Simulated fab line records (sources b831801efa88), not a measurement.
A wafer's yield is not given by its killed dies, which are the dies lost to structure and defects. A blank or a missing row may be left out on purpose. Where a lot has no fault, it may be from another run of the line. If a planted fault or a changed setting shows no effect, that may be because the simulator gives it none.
A struck lot beside a sound one || flow sky130 || 17 out of 708 route steps
Sound: the wafers L819.2, L819.3, L819.5. Wafers L831.3, L831.4, L831.5 were the ones struck. Last of all comes the cause.
Order at every step that has rows: each side's tool, ch and its chambers, its first start. Under that, the readings that differ: sound wafers || struck wafers || difference of the means || sigmas: that difference in standard deviations of wafers without a fault.
alike: same words and numbers on both sides, and readings whose means sit less than 2 such deviations apart. not compared: any withheld reading, any reading some wafer has no value for, any bound like >300 that may hide the same value, and any number with overlapping values for which the record gives no deviation.
The two part at a step that has a row with sigmas, a row that says differs or no value, or rows on one side only. Numbers that don't overlap but have no deviation are shown without sigmas and don't part them. A reading missing from all wafers of one side parts the sides only when that side holds two or more wafers.

SKY_LDD_P_OVL_MEAS_08:
  sound: overlay-02 at day 22 06:01; struck: overlay-02 at day 26 16:52
  alike: LDD_P_OVL
then, 1 step without rows for these wafers: SKY_LDD_P_IMPLANT_09.
SKY_LDD_P_STRIP_10: strips in O2/N2.
  sound on plasma-asher-03 ch 1, day 22 06:11; struck on plasma-asher-04 ch 0,1, day 26 17:04
  alike: drypump-motor-current-A, n2-flow-sccm, oes-product-au, strip-time-to-endpoint-s
  not compared: rf-hours-counter-h
SKY_LDD_P_TW_MEAS_11:
  sound: film-metro-04 at day 22 06:18; struck: film-metro-03 at day 26 17:09
  alike: LDD_P_TW
then, 7 steps without rows for these wafers: SKY_LDD_HVN_DEHYDRATE_00 (time 60 s); SKY_LDD_HVN_HMDS_01 (prime time 60 s); SKY_LDD_HVN_COAT_02 (resist thk 300 nm); SKY_LDD_HVN_SOFTBAKE_03 (time 60 s); SKY_LDD_HVN_EXPOSE_04 (exposes mask HVNTM, target cd 700 nm); SKY_LDD_HVN_PEB_05; SKY_LDD_HVN_DEVELOP_06 (develop time 60 s).
SKY_LDD_HVN_OVL_MEAS_07:
  sound: overlay-02 at day 23 12:26; struck: overlay-02 at day 27 23:25
  alike: LDD_HVN_OVL
SKY_LDD_HVN_IMPLANT_08:
  sound on implanter-02 ch 0, day 23 12:29; struck on implanter-02 ch 0, day 27 23:30
{"reading": "beam-energy-keV", "sound": "59.978 59.964 59.970", "struck": "86.417 86.389 86.387", "difference": "+26.427", "sigmas": "+99 or more"}
{"reading": "model.implant.rp-nm (nm)", "sound": "54.64 54.64 54.64", "struck": "80.58 80.58 80.58", "difference": "+25.94", "sigmas": ""}
{"reading": "model.implant.drp-nm (nm)", "sound": "28.15 28.15 28.15", "struck": "38.46 38.46 38.46", "difference": "+10.31", "sigmas": ""}
SKY_LDD_HVN_STRIP_09: strips in O2/N2.
  sound on plasma-asher-01 ch 0,1, day 23 12:37; struck on plasma-asher-01 ch 0,1, day 27 23:38
  alike: drypump-motor-current-A, n2-flow-sccm, oes-product-au, strip-time-to-endpoint-s
  not compared: rf-hours-counter-h
SKY_LDD_HVN_TW_MEAS_10:
  sound: film-metro-04 at day 23 12:44; struck: film-metro-04 at day 27 23:43
{"reading": "LDD_HVN_TW", "sound": "1439 1454 1432", "struck": "1573 1578 1575", "difference": "+134", "sigmas": "+10"}
then, 1 step without rows for these wafers: SKY_LDD_HVP_DEHYDRATE_00 (time 60 s).
-- the record jumps here: 23 days lie between the struck wafers' starts before and after (it left off in module LDD_HVP and takes up again in module PAD_OPEN, whose first step shown is number 708 of the route) --
SKY_PAD_OPEN_PROBE_99:
  sound: prober-02 at day 48 01:44; struck: prober-02 at day 50 16:16
{"reading": "model.etest.tip_n_5v.rs-ohm-sq", "sound": "1401 1392 1405", "struck": "1215 1220 1218", "difference": -182, "sigmas": ""}
{"reading": "model.etest.nfet-g5v0d10v5.r-on-ohm-um", "sound": "1841 1862 1856", "struck": "1819 1838 1806", "difference": -32, "sigmas": ""}
{"reading": "model.etest.nfet-g5v0d10v5.drive-ua-um", "sound": "617.1 616.5 621.8", "struck": "625 627.8 626.8", "difference": "+8", "sigmas": ""}
{"reading": "model.etest.nfet_05v0_nvt.off-log10-a-um", "sound": "-11.15 -11.19 -11.14", "struck": "-10.94 -10.9 -10.97", "difference": "+0.22", "sigmas": ""}
{"reading": "model.etest.nfet-g5v0d10v5.vt-sat-v (V)", "sound": "0.7595 0.7617 0.7578", "struck": "0.7049 0.7125 0.6975", "difference": -0.0547, "sigmas": ""}
{"reading": "model.etest.nfet-g5v0d10v5.vt-v (V)", "sound": "0.8156 0.8164 0.8152", "struck": "0.793 0.7946 0.7887", "difference": -0.024, "sigmas": ""}
  alike: killed_at_M0_to_M3, killed_at_M4_up, killed-at-contacts, killed-at-front-end, killed-at-other, killed-dies, killed-open, killed-short
  not compared: model.etest.nfet_05v0_nvt.drive-ua-um, model.etest.ring_5v.delay-ps

== WHERE THEY PART ==
At SKY_LDD_HVN_IMPLANT_08 first; at SKY_LDD_HVN_TW_MEAS_10 last (within this record only). Later steps at which nothing parts them and some readings are alike: SKY_PAD_OPEN_PROBE_99.

WHY: what the simulator had put in
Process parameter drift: implanter-02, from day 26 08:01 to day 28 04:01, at SKY_LDD_HVN_IMPLANT_08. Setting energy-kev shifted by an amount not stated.
